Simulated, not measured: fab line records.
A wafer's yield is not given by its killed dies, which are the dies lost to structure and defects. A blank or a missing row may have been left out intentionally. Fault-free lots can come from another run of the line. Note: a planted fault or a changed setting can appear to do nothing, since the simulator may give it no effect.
Matching of chambers || flow sky130 || SKY_VIA2_CMP_24 on cmp-02 has 4 sister chambers
The step polishes, stops on SiO2, t overpolish 20 s, target thk 0 nm. 8 wafers are shown with their chamber, then 7 later ones without.

== EACH WAFER AND ITS CHAMBER ==
{"wafer": "L775.1", "chamber": 3, "motorCurrentA (A)": 10.8}
{"wafer": "L775.3", "chamber": 0, "motorCurrentA (A)": 10.9}
{"wafer": "L775.4", "chamber": 1, "motorCurrentA (A)": 10.9}
{"wafer": "L783.1", "chamber": 2, "motorCurrentA (A)": 9.2}
{"wafer": "L783.4", "chamber": 1, "motorCurrentA (A)": 11.1}
{"wafer": "L783.6", "chamber": 2, "motorCurrentA (A)": 9.1}
{"wafer": "L786.2", "chamber": 3, "motorCurrentA (A)": 10.1}
{"wafer": "L786.3", "chamber": 0, "motorCurrentA (A)": 10.4}

== WAFERS WITHOUT THEIR CHAMBER ==
{"wafer": "L786.6", "motorCurrentA (A)": 9.6}
{"wafer": "L787.2", "motorCurrentA (A)": 10.6}
{"wafer": "L787.3", "motorCurrentA (A)": 9.2}
{"wafer": "L787.5", "motorCurrentA (A)": 9.5}
{"wafer": "L788.2", "motorCurrentA (A)": 9.6}
{"wafer": "L788.4", "motorCurrentA (A)": 10.5}
{"wafer": "L788.5", "motorCurrentA (A)": 11.1}

== THE CHAMBER EACH PASSED THROUGH ==
{"wafer": "L786.6", "from the rows above": "can't be placed: 2 or 3 or 0", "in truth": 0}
{"wafer": "L787.2", "from the rows above": "can't be placed: 0 or 3 or 1", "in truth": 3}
{"wafer": "L787.3", "from the rows above": 2, "in truth": 2}
{"wafer": "L787.5", "from the rows above": "can't be placed: 2 or 3", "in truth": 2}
{"wafer": "L788.2", "from the rows above": "can't be placed: 2 or 3 or 0", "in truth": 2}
{"wafer": "L788.4", "from the rows above": "can't be placed: 3 or 0 or 1", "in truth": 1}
{"wafer": "L788.5", "from the rows above": "can't be placed: 1 or 0 or 3", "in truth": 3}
1 of 7 placed correctly. From these rows, 6 cannot be placed; in 6 the true chamber is one of the candidates. 0 placed wrongly.
How it was worked out, from the rows above alone: a wafer's distance from a chamber is the root of the sum, over the readings, of the square of ((its reading less the chamber's mean) divided by the reading's scatter). If the next closest chamber is less than 2 further off than the closest, the wafer can't be placed; otherwise it belongs to the closest. The mean given for a chamber averages the wafers shown for that chamber. How the scatter is found: for the shown wafers, subtract from each reading the mean of its chamber, square and add these, divide the total by (wafers less chambers), then take the root.
